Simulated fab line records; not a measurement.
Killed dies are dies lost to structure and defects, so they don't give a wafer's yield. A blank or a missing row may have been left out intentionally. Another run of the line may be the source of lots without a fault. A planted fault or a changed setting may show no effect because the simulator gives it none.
fab line records -- flow sky130
record lots=5, wafers=15, last_day=50
route steps=708 shown VIA1@460 METAL2@483
lots untouched by any fault: they come from a run of this same line in which no faults occurred
start_h: hours from the record's first day to the start of the lot's first wafer shown -- wait_h: time in hours since the lot's previous step -- " as in the row above -- L1.1+2: a single row standing in for several wafers -- - either no value or no given start -- * or withheld: withheld -- < > ~ a bound
route shown NAME@n: a module of which the file shows steps, and the number in the route of the first -- usual: mean/standard deviation taken from wafers without a fault -- same: alike in all rows -- chamber/n: place in a boat -- sites: per-site readings -- _std_site: the values' standard deviation -- _edge_site: outer sites' mean less inner sites' -- radius_mm: how far each site lies from the wafer's centre -- mask NAME#n: copy n -- behind: the tool/chamber that last shaped the wafer -- hold: reason for holding the lot/hours on hold/outcome of the hold -- device: which transistor (n, p or np) failed to switch -- end of line: the route-end tests of the same wafers -- a step with no rows: only its recipe -- killed: not the wafer's yield, but the dies lost to structure and defects at the first sort -- map: a wafer's dies, x killed, . not, _ none there
set.NAME: the setting that was run; set.NAME@STEP: the one run at that earlier step -- model.NAME: the simulator's own value behind a step, which no gauge read
lots at selected steps of the route; one table per step, one row per wafer
services: when a tool's chamber went out of use (start_h, in hours from the record's first day, below 0 if earlier), for how many hours, and the reason
## steps
# step SKY_VIA1_CMP_02
# recipe material=SiO2, down_force_psi=4, platen_rpm=60, pad_velocity_m_s=0.94248
# usual head_pressure_psi=4.000/0.009, motor_current_A=12.0/1.5
lot.wafer,tool,chamber,start_h,wait_h,head_pressure_psi,motor_current_A
L850.1,cmp-01,3,802.92,0.2,4.005,14.8
L850.5,cmp-01,0,802.92,0.2,3.994,10.3
L850.6,cmp-01,1,802.92,0.2,3.997,14.3
L856.2,cmp-01,0,829.42,0.1,3.987,10.2
L856.3,cmp-01,1,829.42,0.1,3.999,13.6
L856.5,cmp-01,0,829.42,0.1,4.001,10.4
L857.3,cmp-01,0,840.74,0.1,4.007,10.2
L857.6,cmp-01,0,840.74,0.1,3.998,10.2
L857.5,cmp-01,1,840.74,0.1,4.005,14.3
L861.1,cmp-01,2,861.66,0.1,3.999,12.6
L861.2,cmp-01,3,861.66,0.1,3.993,13.8
L861.6,cmp-01,0,861.66,0.1,3.985,10.3
L872.1,cmp-01,0,929.82,0.1,4.011,9.7
L872.4,cmp-01,1,929.82,0.1,3.994,13.0
L872.5,cmp-01,0,929.82,0.1,4.008,9.7
# step SKY_VIA1_BOW_MEAS_03
# recipe mode=bow
# usual VIA1_BOW=80/7.5
lot.wafer,tool,chamber,start_h,wait_h,VIA1_BOW[um]
L850.1,film_metro-02,-,803.07,0.1,82
L850.5,film_metro-02,-,803.07,0.1,89
L850.6,film_metro-02,-,803.07,0.1,84
L856.2,film_metro-01,-,829.69,0.2,73
L856.3,film_metro-01,-,829.69,0.2,79
L856.5,film_metro-01,-,829.69,0.2,70
L857.3,film_metro-01,-,841.08,0.3,90
L857.5,film_metro-01,-,841.08,0.3,87
L857.6,film_metro-01,-,841.08,0.3,81
L861.1,film_metro-02,-,861.86,0.1,82
L861.2,film_metro-02,-,861.86,0.1,74
L861.6,film_metro-02,-,861.86,0.1,75
L872.1,film_metro-01,-,930.12,0.2,72
L872.4,film_metro-01,-,930.12,0.2,85
L872.5,film_metro-01,-,930.12,0.2,77
# step SKY_VIA1_DEHYDRATE_04
# recipe temp_c=200, time_s=60
# step SKY_VIA1_HMDS_05
# recipe prime_time_s=60, prime_temp_c=120
# step SKY_VIA1_COAT_06
# recipe resist=BARC, temp_c=withheld, time_s=withheld, spin_rpm=3000, resist_thk_nm=60
# step SKY_VIA1_COAT_07
# recipe resist=KrF-thick, spin_rpm=3000, resist_thk_nm=450
# step SKY_VIA1_SOFTBAKE_08
# recipe temp_c=100, time_s=90, resist=KrF-thick
# step SKY_VIA1_EXPOSE_09
# recipe mask_id=VIM, na=0.8, source_shape=annular, sigma_inner=0.55, sigma_outer=0.85, target_cd_nm=150, dose_mj=38
# step SKY_VIA1_PEB_10
# recipe peb_temp_c=withheld, peb_time_s=withheld, resist=KrF-thick
# step SKY_VIA1_DEVELOP_11
# recipe develop_time_s=60, resist=KrF-thick, dev_temp_c=21
# step SKY_VIA1_CD_MEAS_12
# recipe target_cd_nm=150
# usual cd_nm=150.4/1.2
lot.wafer,tool,chamber,start_h,wait_h,cd_nm
L850.1,cd_sem-02,-,830.06,-,150.7
L850.5,cd_sem-02,-,830.06,-,150.3
L850.6,cd_sem-02,-,830.06,-,149.8
L856.2,cd_sem-01,-,855.61,-,151.1
L856.3,cd_sem-01,-,855.61,-,149.4
L856.5,cd_sem-01,-,855.61,-,150.6
L857.3,cd_sem-02,-,866.81,-,149.5
L857.5,cd_sem-02,-,866.81,-,149.1
L857.6,cd_sem-02,-,866.81,-,149.2
L861.1,cd_sem-01,-,887.69,-,151.1
L861.2,cd_sem-01,-,887.69,-,150.2
L861.6,cd_sem-01,-,887.69,-,149.3
L872.1,cd_sem-02,-,953.76,-,148.4
L872.4,cd_sem-02,-,953.76,-,147.3
L872.5,cd_sem-02,-,953.76,-,148.7
# step SKY_VIA1_OVL_MEAS_13
# usual VIA1_OVL=2/5.8
lot.wafer,tool,chamber,start_h,wait_h,VIA1_OVL[nm]
L850.1,overlay-01,-,830.18,0.1,-1
L850.5,overlay-01,-,830.18,0.1,-3
L850.6,overlay-01,-,830.18,0.1,4
L856.2,overlay-02,-,855.72,0.1,3
L856.3,overlay-02,-,855.72,0.1,-1
L856.5,overlay-02,-,855.72,0.1,-4
L857.3,overlay-01,-,866.90,0.1,12
L857.5,overlay-01,-,866.90,0.1,6
L857.6,overlay-01,-,866.90,0.1,-2
L861.1,overlay-02,-,887.81,0.1,10
L861.2,overlay-02,-,887.81,0.1,10
L861.6,overlay-02,-,887.81,0.1,6
L872.1,overlay-01,-,953.88,0.1,8
L872.4,overlay-01,-,953.88,0.1,9
L872.5,overlay-01,-,953.88,0.1,1
# step SKY_VIA1_ETCH_14
# recipe chemistry=N2/H2, target=BARC, ion_energy_ev=200, source_w=500, bias_w=100, pressure_mtorr=30, n2_flow_sccm=100, h2_flow_sccm=200, stop_on=SiO2, time_s=45.9, target_depth_a=600
# usual bias_w=100.0/0.33, chamber_pressure_mTorr=30.00/0.039, drypump_motor_current_A=5.7/0.37, h2_flow_sccm=200.0/0.6, oes_product_au=0.855/0.005, run_length_s=74.2/0.39, throttle_valve_pct=13.225/0.0082
lot.wafer,tool,chamber,start_h,wait_h,bias_w,chamber_pressure_mTorr,drypump_motor_current_A,h2_flow_sccm,oes_product_au,rf_hours_counter_h,run_length_s,throttle_valve_pct,model.KrF-thick_of_VIA1_COAT_07.thk_nm,model.etch.depth_nm,model.VIA1.cd_nm
L850.1,rie_diel-02,1,830.21,0.0,100.2,30.01,6.5,200.4,0.857,11,74.1,13.231,396.1,59.97,149.9
L850.5,rie_diel-02,0,830.21,0.0,100.3,29.95,5.4,200.5,0.852,-,74.9,13.219,393.3,59.89,150.1
L850.6,rie_diel-02,3,830.21,0.0,100.2,29.98,5.2,199.6,0.851,-,74.7,13.219,393.6,60,148.7
L856.2,rie_diel-03,1,855.75,0.0,100.4,29.99,5.6,199.7,0.859,11,73.9,13.221,390.5,60.04,151.1
L856.3,rie_diel-03,2,855.75,0.0,99.9,30.03,5.7,200.4,0.850,6,74.5,13.216,394.3,59.84,149.1
L856.5,rie_diel-03,2,855.75,0.0,100.0,30.00,5.7,199.6,0.856,-,75.2,13.243,392.7,59.98,150.5
L857.3,rie_diel-02,1,866.93,0.0,99.9,30.01,6.5,200.0,0.856,12,73.7,13.224,393.5,60.07,148.3
L857.5,rie_diel-02,3,866.93,0.0,99.9,29.98,5.2,199.2,0.866,-,74.3,13.214,392.7,60.19,148.2
L857.6,rie_diel-02,2,866.93,0.0,-,30.03,5.2,200.0,0.992,-,57.7,13.235,408.2,50.46,146.2
L861.1,rie_diel-01,3,887.85,0.0,99.4,29.98,5.7,199.7,0.861,13,74.1,13.234,394,60.03,151.4
L861.2,rie_diel-01,2,887.85,0.0,100.3,30.01,6.0,200.1,0.850,12,74.0,13.224,394.1,59.85,149.9
L861.6,rie_diel-01,3,887.85,0.0,99.6,29.99,5.8,201.0,0.856,-,74.3,13.226,393.7,60.1,149.4
L872.1,rie_diel-02,3,953.91,0.0,100.0,29.95,5.3,199.6,0.855,9,74.5,13.226,392.7,59.91,147.7
L872.4,rie_diel-02,1,953.91,0.0,100.2,29.97,6.5,199.7,0.858,-,73.9,13.219,393.8,59.79,147
L872.5,rie_diel-02,3,953.91,0.0,100.1,30.01,5.2,200.4,0.858,-,74.3,13.222,392.5,59.91,148.4
# step SKY_VIA1_ETCH_15
# recipe target=SiO2, chemistry=C4F8/O2/Ar, target_depth_nm=351, stop_on=TiN, mask_material=KrF-thick, source_w=1500, bias_w=1200, pressure_mtorr=40, c4f8_flow_sccm=withheld, O2_flow_sccm=6, Ar_flow_sccm=300, time_s=54
# usual bias_w=1200/3.3, chamber_pressure_mTorr=40.00/0.057, oes_product_au=0.982/0.006, run_length_s=82.3/0.43
lot.wafer,tool,chamber,start_h,wait_h,bias_w,chamber_pressure_mTorr,oes_product_au,rf_hours_counter_h,run_length_s,model.KrF-thick_of_VIA1_COAT_07.thk_nm
L850.1,rie_diel-02,1,830.25,0.0,1198,39.98,0.981,11,82.6,326.5
L850.5,rie_diel-02,0,830.25,0.0,1198,39.95,0.989,-,82.7,320.9
L850.6,rie_diel-02,3,830.25,0.0,1200,40.03,0.982,-,82.6,321.9
L856.2,rie_diel-03,1,855.79,0.0,1195,40.02,0.986,11,82.6,319.1
L856.3,rie_diel-03,2,855.79,0.0,1203,40.06,0.977,6,82.8,325.4
L856.5,rie_diel-03,2,855.79,0.0,1199,39.98,0.973,-,83.3,323.7
L857.3,rie_diel-02,1,866.97,0.0,1197,39.48,0.968,12,82.1,324.9
L857.5,rie_diel-02,3,866.97,0.0,1193,40.01,0.984,-,82.5,322.6
L857.6,rie_diel-02,2,866.97,0.0,1203,40.02,0.537,-,81.5,338.5
L861.1,rie_diel-01,3,887.89,0.0,1195,40.03,0.977,13,82.5,323.7
L861.2,rie_diel-01,2,887.89,0.0,1200,39.97,0.977,12,82.3,322.5
L861.6,rie_diel-01,3,887.89,0.0,1197,40.11,0.980,-,82.4,324
L872.1,rie_diel-02,3,953.96,0.0,1201,39.98,0.982,9,82.3,322.5
L872.4,rie_diel-02,1,953.96,0.0,1202,40.01,0.982,-,82.0,325.1
L872.5,rie_diel-02,3,953.96,0.0,1199,40.05,0.981,-,82.7,321.4
# step SKY_VIA1_STRIP_16
# recipe chemistry=O2/N2, power_w=1400, pressure_mtorr=1500, platen_temp_c=withheld, o2_flow_sccm=3000, n2_flow_sccm=300, overash_fraction=0.5
# usual chamber_pressure_mTorr=1500.0/1.2, drypump_motor_current_A=5.9/0.51, oes_product_au=0.416/0.0045, strip_time_to_endpoint_s=4.461/0.023
lot.wafer,tool,chamber,start_h,wait_h,chamber_pressure_mTorr,drypump_motor_current_A,oes_product_au,rf_hours_counter_h,strip_time_to_endpoint_s
L850.1,plasma_asher-03,0,830.30,0.0,1498.8,6.2,0.413,9,4.490
L850.5,plasma_asher-03,0,830.30,0.0,1499.1,6.2,0.412,-,4.444
L850.6,plasma_asher-03,1,830.30,0.0,1499.3,5.6,0.418,-,4.474
L856.2,plasma_asher-03,1,855.84,0.0,1498.7,5.5,0.420,12,4.437
L856.3,plasma_asher-03,0,855.84,0.0,1501.0,6.2,0.417,-,4.480
L856.5,plasma_asher-03,0,855.84,0.0,1498.1,6.2,0.417,-,4.480
L857.3,plasma_asher-02,0,867.05,0.1,1498.2,6.7,0.419,-,4.495
L857.5,plasma_asher-02,1,867.05,0.1,1499.5,5.7,0.418,-,4.461
L857.6,plasma_asher-02,0,867.05,0.1,1501.3,6.7,0.423,-,4.629
L861.1,plasma_asher-03,0,887.94,0.0,1499.7,6.2,0.421,14,4.469
L861.2,plasma_asher-03,1,887.94,0.0,1501.0,5.6,0.417,14,4.470
L861.6,plasma_asher-03,0,887.94,0.0,1499.1,6.2,0.417,-,4.494
L872.1,plasma_asher-03,0,954.00,0.0,1499.0,6.2,0.426,21,4.460
L872.4,plasma_asher-03,0,954.00,0.0,1500.7,6.2,0.412,-,4.473
L872.5,plasma_asher-03,0,954.00,0.0,1501.1,6.2,0.415,-,4.444
# step SKY_VIA1_STRIP_17
# recipe chemistry=post_etch_residue_remover, time_s=1200, temp_c=72.5
# step SKY_VIA1_CLEAN_18
# recipe chemistry=IPA, time_s=180, temp_c=25
# step SKY_VIA1_CLEAN_19
# recipe chemistry=O3/DIW, dry=n2_spin
# step SKY_VIA1_SPUTTER_20
# recipe material=TiN, target_thk_nm=20, chamber_pressure_pa=5, power_w=4000, time_s=80
# usual throttle_valve_pct=29.7/1.1
lot.wafer,tool,chamber,start_h,wait_h,throttle_valve_pct
L850.1,pvd_sputter-04,-,830.92,0.0,28.9
L850.5,pvd_sputter-04,-,830.92,0.0,29.6
L850.6,pvd_sputter-04,-,830.92,0.0,30.3
L856.2,pvd_sputter-01,-,856.43,0.0,32.2
L856.3,pvd_sputter-01,-,856.43,0.0,29.4
L856.5,pvd_sputter-01,-,856.43,0.0,32.2
L857.3,pvd_sputter-01,-,867.61,0.0,32.0
L857.5,pvd_sputter-01,-,867.61,0.0,30.2
L857.6,pvd_sputter-01,-,867.61,0.0,29.4
L861.1,pvd_sputter-01,-,888.65,0.0,30.0
L861.2,pvd_sputter-01,-,888.65,0.0,30.2
L861.6,pvd_sputter-01,-,888.65,0.0,29.5
L872.1,pvd_sputter-01,-,954.59,0.0,32.2
L872.4,pvd_sputter-01,-,954.59,0.0,29.2
L872.5,pvd_sputter-01,-,954.59,0.0,29.6
# step SKY_VIA1_CVD_21
# recipe material=W, target_thk_nm=270, time_s=80.902, temp_c=400, pressure_torr=40
# usual heater_power_w=812/40
lot.wafer,tool,chamber,start_h,wait_h,heater_power_w
L850.1,cvd_w-01,0,830.99,0.0,832
L850.5,cvd_w-01,1,830.99,0.0,749
L850.6,cvd_w-01,0,830.99,0.0,827
L856.2,cvd_w-02,1,856.49,0.0,885
L856.3,cvd_w-02,0,856.49,0.0,848
L856.5,cvd_w-02,1,856.49,0.0,863
L857.3,cvd_w-02,0,867.70,0.1,846
L857.5,cvd_w-02,0,867.70,0.1,854
L857.6,cvd_w-02,1,867.70,0.1,881
L861.1,cvd_w-01,0,888.72,0.0,833
L861.2,cvd_w-01,1,888.72,0.0,757
L861.6,cvd_w-01,0,888.72,0.0,853
L872.1,cvd_w-02,0,954.65,0.0,828
L872.4,cvd_w-02,1,954.65,0.0,792
L872.5,cvd_w-02,1,954.65,0.0,799
# step SKY_VIA1_CMP_24
# recipe stop_on=SiO2, t_overpolish_s=15, down_force_psi=3.5, platen_rpm=60, target_thk_nm=0, pad_velocity_m_s=0.94248
# usual head_pressure_psi=3.501/0.008, motor_current_A=11.0/1.3, overpolish_run_s=15.000/0.0093, time_to_endpoint_s=63.0/2.3
lot.wafer,tool,chamber,start_h,wait_h,head_pressure_psi,motor_current_A,overpolish_run_s,time_to_endpoint_s
L850.1,cmp-02,0,831.31,0.1,3.495,10.2,15.003,63.2
L850.5,cmp-02,3,831.31,0.1,3.500,11.2,14.995,68.2
L850.6,cmp-02,0,831.31,0.1,3.495,9.9,14.986,62.1
L856.3,cmp-02,3,856.81,0.1,3.500,11.4,15.003,66.4
L856.2,cmp-02,1,856.81,0.1,3.499,9.8,15.015,65.7
L856.5,cmp-02,2,856.81,0.1,3.512,9.8,14.983,62.4
L857.3,cmp-01,0,867.99,0.1,3.498,9.5,14.994,62.1
L857.5,cmp-01,3,867.99,0.1,3.506,12.4,15.002,62.1
L857.6,cmp-01,0,867.99,0.1,3.496,9.2,15.042,65.2
L861.2,cmp-02,1,889.09,0.1,3.502,10.8,15.017,60.9
L861.1,cmp-02,2,889.09,0.1,3.496,9.9,15.000,61.0
L861.6,cmp-02,3,889.09,0.1,3.506,11.3,15.004,61.4
L872.4,cmp-02,3,954.93,0.0,3.508,11.8,14.998,64.3
L872.1,cmp-02,0,954.93,0.0,3.507,10.2,15.006,58.9
L872.5,cmp-02,3,954.93,0.0,3.505,11.5,15.011,61.7
# step SKY_METAL2_SPUTTER_00
# recipe material=Ti, target_thk_nm=15, power_w=3000, time_s=10, chamber_pressure_pa=0.4
# usual throttle_valve_pct=29.9/1
lot.wafer,tool,chamber,start_h,wait_h,throttle_valve_pct
L850.1,pvd_sputter-03,-,831.56,0.2,30.1
L850.5,pvd_sputter-03,-,831.56,0.2,31.3
L850.6,pvd_sputter-03,-,831.56,0.2,29.5
L856.2,pvd_sputter-02,-,857.06,0.1,29.5
L856.3,pvd_sputter-02,-,857.06,0.1,27.5
L856.5,pvd_sputter-02,-,857.06,0.1,30.1
L857.3,pvd_sputter-03,-,868.24,0.2,30.1
L857.5,pvd_sputter-03,-,868.24,0.2,30.7
L861.1,pvd_sputter-01,-,889.29,0.1,29.6
L861.2,pvd_sputter-01,-,889.29,0.1,29.9
L861.6,pvd_sputter-01,-,889.29,0.1,30.0
L872.1,pvd_sputter-01,-,955.23,0.2,29.7
L872.4,pvd_sputter-01,-,955.23,0.2,29.4
L872.5,pvd_sputter-01,-,955.23,0.2,29.5
# step SKY_METAL2_SPUTTER_01
# recipe material=TiN, target_thk_nm=20, power_w=6500, time_s=16.7, chamber_pressure_pa=0.4
# usual throttle_valve_pct=29.9/1
lot.wafer,tool,chamber,start_h,wait_h,throttle_valve_pct
L850.1,pvd_sputter-03,-,831.58,0.0,30.0
L850.5,pvd_sputter-03,-,831.58,0.0,31.1
L850.6,pvd_sputter-03,-,831.58,0.0,29.3
L856.2,pvd_sputter-02,-,857.09,0.0,29.0
L856.3,pvd_sputter-02,-,857.09,0.0,27.5
L856.5,pvd_sputter-02,-,857.09,0.0,30.2
L857.3,pvd_sputter-03,-,868.26,0.0,30.2
L857.5,pvd_sputter-03,-,868.26,0.0,30.6
L861.1,pvd_sputter-01,-,889.32,0.0,29.5
L861.2,pvd_sputter-01,-,889.32,0.0,30.0
L861.6,pvd_sputter-01,-,889.32,0.0,30.0
L872.1,pvd_sputter-01,-,955.25,0.0,29.9
L872.4,pvd_sputter-01,-,955.25,0.0,29.3
L872.5,pvd_sputter-01,-,955.25,0.0,29.6
# step SKY_METAL2_SPUTTER_02
# recipe material=AlCu, target_thk_nm=250, power_w=10600, time_s=13.3, chamber_pressure_pa=0.4
# usual throttle_valve_pct=29.9/1
lot.wafer,tool,chamber,start_h,wait_h,throttle_valve_pct
L850.1,pvd_sputter-03,-,831.61,0.0,30.0
L850.5,pvd_sputter-03,-,831.61,0.0,31.2
L850.6,pvd_sputter-03,-,831.61,0.0,29.6
L856.2,pvd_sputter-02,-,857.11,0.0,29.6
L856.3,pvd_sputter-02,-,857.11,0.0,27.5
L856.5,pvd_sputter-02,-,857.11,0.0,30.0
L857.3,pvd_sputter-03,-,868.29,0.0,30.1
L857.5,pvd_sputter-03,-,868.29,0.0,30.5
L861.1,pvd_sputter-01,-,889.34,0.0,29.4
L861.2,pvd_sputter-01,-,889.34,0.0,30.0
L861.6,pvd_sputter-01,-,889.34,0.0,30.2
L872.1,pvd_sputter-01,-,955.28,0.0,29.8
L872.4,pvd_sputter-01,-,955.28,0.0,29.4
L872.5,pvd_sputter-01,-,955.28,0.0,29.2
## services
tool,chamber,start_h,hours,kind
cmp-01,-,785.61,3.7,pm
pvd_sputter-01,-,786.95,2.5,repair
pvd_sputter-03,-,787.78,8.4,repair
rie_diel-02,3,792.01,9.5,repair
rie_diel-02,0,794.33,16.4,repair
plasma_asher-03,-,808.35,2.8,pm
pvd_sputter-03,-,811.49,1.1,repair
cvd_w-02,0,814.37,3.9,repair
pvd_sputter-03,-,833.76,3.3,repair
pvd_sputter-02,-,838.35,2.4,repair
cmp-01,-,852.76,5.4,repair
pvd_sputter-02,-,855.48,1.1,repair
plasma_asher-03,-,860.22,2.6,repair
cvd_w-02,-,874.87,2.8,pm
cmp-01,-,901.82,6.2,repair
cvd_w-02,-,904.00,14.0,pm
rie_diel-02,2,904.48,11.3,repair
cmp-02,-,909.82,2.7,repair
cmp-02,-,911.93,0.3,repair
cmp-02,-,912.56,4.0,pm
pvd_sputter-03,-,918.34,54.1,repair
rie_diel-02,-,926.95,0.2,repair
plasma_asher-03,-,945.31,1.2,repair
rie_diel-02,2,952.19,10.8,repair
## key
first_sign step=SKY_VIA1_ETCH_14, reading=run_length_s, direction=down, sigmas=43, usual=*, struck=*
effect step=SKY_VIA1_ETCH_14, reading=oes_product_au, direction=up, sigmas=28, usual=0.855, struck=0.992
effect step=SKY_VIA1_ETCH_15, reading=oes_product_au, direction=down, sigmas=74, usual=0.982, struck=0.537
effect step=SKY_VIA1_STRIP_16, reading=strip_time_to_endpoint_s, direction=up, sigmas=7.3, usual=*, struck=*
effect step=SKY_METAL2_SPUTTER_00, reading=visit, direction=missing
effect step=SKY_METAL2_SPUTTER_01, reading=visit, direction=missing
effect step=SKY_METAL2_SPUTTER_02, reading=visit, direction=missing
model_effect step=SKY_VIA1_ETCH_14, value=KrF-thick_of_VIA1_COAT_07.thk_nm, without=393.1, struck=408.2
model_effect step=SKY_VIA1_ETCH_15, value=KrF-thick_of_VIA1_COAT_07.thk_nm, without=323.5, struck=338.5
met_at SKY_VIA1_ETCH_14
struck_wafers L857.6
later_rows_left_out L857.6
sort_left_out L857.6
onset_between 830.21 866.93
fault kind=process_parameter_drift, tool=rie_diel-02, chamber=-, onset_h=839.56, steps=SKY_VIA1_ETCH_14, channel=time_s, offset=*, shape=step, end_h=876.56, scope=struck_wafers_only, acts_in=*, stated=*
# sort_left_out: the simulated sort isn't trusted on such a fault, so these wafers' sort isn't shown, and their yield isn't known
# later_rows_left_out: the simulator's readings of these wafers behind a module that went badly wrong aren't trusted and aren't shown, but for the sort
